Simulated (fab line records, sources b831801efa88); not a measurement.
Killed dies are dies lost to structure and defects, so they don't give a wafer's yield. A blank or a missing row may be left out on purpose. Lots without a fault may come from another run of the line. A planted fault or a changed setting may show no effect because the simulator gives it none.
Which tool did it? | flow gf180mcu | 11 lots, 33 wafers sampled, at 4 steps of a route of 602

WHAT THE GAUGES READ, wafer by wafer
GF_PSD_RS_MEAS_14: measures by four-point-probe.
lot  | measured     | on            | NSD_RS (ohm/sq)
L625 | day 14 04:40 | film_metro-02 | 46.33 46.33 46.24
L628 | day 15 08:19 | film_metro-04 | 46.10 46.17 46.06
L630 | day 16 01:51 | film_metro-03 | 46.14 46.11 46.21
L632 | day 16 18:01 | film_metro-03 | 46.21 46.27 46.16
L633 | day 17 02:10 | film_metro-02 | 46.14 45.99 46.19
L637 | day 18 14:16 | film_metro-04 | 49.79 49.79 49.84
L639 | day 19 10:29 | film_metro-03 | 49.85 49.70 49.81
L640 | day 19 22:07 | film_metro-03 | 46.26 46.24 46.22
L643 | day 20 22:00 | film_metro-04 | 46.10 46.03 46.13
L647 | day 22 04:26 | film_metro-04 | 46.07 46.03 46.08
L648 | day 22 11:08 | film_metro-03 | 46.20 46.12 46.21

WHICH TOOL RAN EACH LOT (tool, then ch and the chambers of the sampled wafers, then the start)
lot  | GF_HV_LDD_STRIP_10                   | GF_NSD_IMPLANT_09               | GF_NSD_STRIP_11
L625 | plasma_asher-03 ch 0,1, day 10 00:17 | implanter-03 ch 0, day 13 07:20 | plasma_asher-04 ch 0,1, day 13 07:37
L628 | plasma_asher-03 ch 0,1, day 11 00:58 | implanter-01 ch 0, day 14 10:21 | plasma_asher-01 ch 0,1, day 14 10:38
L630 | plasma_asher-04 ch 0,1, day 11 16:00 | implanter-02 ch 0, day 15 03:28 | plasma_asher-04 ch 0,1, day 15 03:46
L632 | plasma_asher-04 ch 0,1, day 12 06:25 | implanter-01 ch 0, day 15 19:30 | plasma_asher-02 ch 0,1, day 15 19:47
L633 | plasma_asher-04 ch 0,1, day 12 13:26 | implanter-02 ch 0, day 16 02:48 | plasma_asher-02 ch 0,1, day 16 03:05
L637 | plasma_asher-03 ch 0,1, day 13 18:08 | implanter-01 ch 0, day 17 13:41 | plasma_asher-02 ch 0,1, day 17 13:58
L639 | plasma_asher-01 ch 0,1, day 14 11:39 | implanter-01 ch 0, day 18 08:43 | plasma_asher-02 ch 0,1, day 18 09:00
L640 | plasma_asher-03 ch 0,1, day 14 21:33 | implanter-03 ch 0, day 18 20:54 | plasma_asher-01 ch 0,1, day 18 21:10
L643 | plasma_asher-04 ch 0,1, day 15 19:16 | implanter-03 ch 0, day 19 21:17 | plasma_asher-01 ch 0,1, day 19 21:34
L647 | plasma_asher-04 ch 0,1, day 16 22:38 | implanter-02 ch 0, day 21 04:08 | plasma_asher-02 ch 0,1, day 21 04:26
L648 | plasma_asher-03 ch 0,1, day 17 04:55 | implanter-03 ch 0, day 21 10:02 | plasma_asher-04 ch 0,1, day 21 10:19
- GF_HV_LDD_STRIP_10: strips in O2/N2.
- GF_NSD_IMPLANT_09
- GF_NSD_STRIP_11: strips in O2/N2.

THE ANSWER, worked out from the rows above alone
Rule: what is usual is taken from the lots themselves. Put in order of their means at a reading, lots are off if they are a third of the lots or fewer, leave a main group of 4 or more, and stand apart from it by a gap of 3 or more times the standard deviation of the main group's means; of several such gaps the widest counts. A main group whose means are all the same, to the digits that the tables above print for the reading, isn't used. A lot without any number at a reading at which 4 lots or more have one is off too. The other lots that the step has rows for count as sound.
Off: L637, L639, at GF_PSD_RS_MEAS_14 (NSD_RS). The main group: mean 46.16 ohm/sq, standard deviation 0.074.
A tool fits if, at a process step before that reading, it ran every lot that is off, and no sound lot after the first of them. The gauges at GF_PSD_RS_MEAS_14 are tried like those tools. One fits: implanter-01 at GF_NSD_IMPLANT_09. Its last sound lot is L632 (day 15 19:30), its first lot that is off L637 (day 17 13:41): a fault that began between those two fits.

WHAT THE SIMULATOR HAD PUT IN
Process parameter drift: implanter-01, from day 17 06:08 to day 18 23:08, at GF_NSD_IMPLANT_09. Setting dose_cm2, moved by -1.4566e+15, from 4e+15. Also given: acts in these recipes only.
Lots struck among those shown: L637, L639. The rule above found the same.
